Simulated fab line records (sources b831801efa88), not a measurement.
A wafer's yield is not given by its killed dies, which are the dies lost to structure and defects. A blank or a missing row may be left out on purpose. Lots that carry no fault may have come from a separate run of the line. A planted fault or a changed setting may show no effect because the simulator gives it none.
A single fault, viewed from 2 desks -- flow sky130 -- each desk has only its own numbers; what lay behind them comes last

## THE TOOL OWNER'S DESK: plasma_asher-02
The tool's own readings at SKY_VT_ADJUST_HVTP_STRIP_10 (strips in O2/N2): means of the sampled wafers that have a number, for each lot that ran on this tool. The brackets show how far a lot's mean lies from the usual mean; more than 4 standard deviations puts the lot out of limits, marked OUT.
Columns: A = chamber_pressure_mTorr at SKY_VT_ADJUST_HVTP_STRIP_10, usual 1500.0 mTorr; B = drypump_motor_current_A at SKY_VT_ADJUST_HVTP_STRIP_10, usual 5.6 A; C = oes_product_au at SKY_VT_ADJUST_HVTP_STRIP_10, usual 0.715 a.u.; D = strip_time_to_endpoint_s at SKY_VT_ADJUST_HVTP_STRIP_10, usual 14.19 s
lot,first seen here,A,B,C,D
L710,day 6 23:28,1498.7,5.5,0.716,14.15
L715,day 8 06:32,1500.9,5.5,0.718,14.21
L726,day 11 06:35,1498.9,5.6,0.718,14.20
L730,day 12 06:14,1500.6,5.5,0.716,14.24
This desk's finding: nothing out of limits on any of the 4 lots.

## FROM THE METROLOGY DESK
Lot by lot, what the gauges showed, no matter which tool ran the lot: averages of those sampled wafers that carry a number. The brackets show how far a lot's mean lies from the usual mean; more than 4 standard deviations puts the lot out of limits, marked OUT.
Columns: A = FIELD_ISO_OXIDATION_01_THK at SKY_FIELD_ISO_THK_MEAS_23, usual 10.01 nm; B = VT_ADJUST_LVTN_OVL at SKY_VT_ADJUST_LVTN_OVL_MEAS_07, usual 1.2 nm; C = VT_ADJUST_LVTN_TW at SKY_VT_ADJUST_LVTN_TW_MEAS_10, usual 242
lot,first seen here,A,B,C
L707,day 2 09:06,9.88,0.0,246
L708,day 2 11:40,9.75,1.1,237
L709,day 2 19:57,9.81,1.8,245
L710,day 3 01:42,10.04,2.5,244
L711,day 3 06:17,9.89,2.8,243
L714,day 3 21:26,10.16,1.9,248
L715,day 4 03:02,10.20,1.4,243
L723,day 5 19:11,9.92,2.0,29 (-49) OUT
L725,day 6 12:17,10.19,2.0,247
L724,day 6 13:27,10.20,1.1,30 (-49) OUT
L726,day 6 13:27,10.14,-0.2,247
L727,day 6 18:38,9.87,0.4,242
L729,day 7 03:08,10.38,0.6,247
L730,day 7 08:36,9.57,0.4,238
Per this desk, out of limits: L723, L724; the first was L723, day 11 07:38 (VT_ADJUST_LVTN_TW at SKY_VT_ADJUST_LVTN_TW_MEAS_10). Within limits: L707, L708, L709, L710, L711, L714, L715, L725, L726, L727, L729, L730.

## PUT TOGETHER
L723, L724 would have let the metrology desk raise an alarm at day 11 07:38.
The desk of the tool owner found nothing out of limits.
The tool owner's desk has no number on record for L723, L724.
Of the lots named, all ran SKY_VT_ADJUST_HVTP_STRIP_10 on plasma_asher-02.

## WHAT THE SIMULATOR HAD PUT IN
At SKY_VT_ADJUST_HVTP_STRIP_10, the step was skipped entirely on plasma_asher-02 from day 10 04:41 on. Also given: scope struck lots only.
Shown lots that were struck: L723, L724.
Hours from the fault's start to each desk's first reading out of limits: the metrology desk, 27.
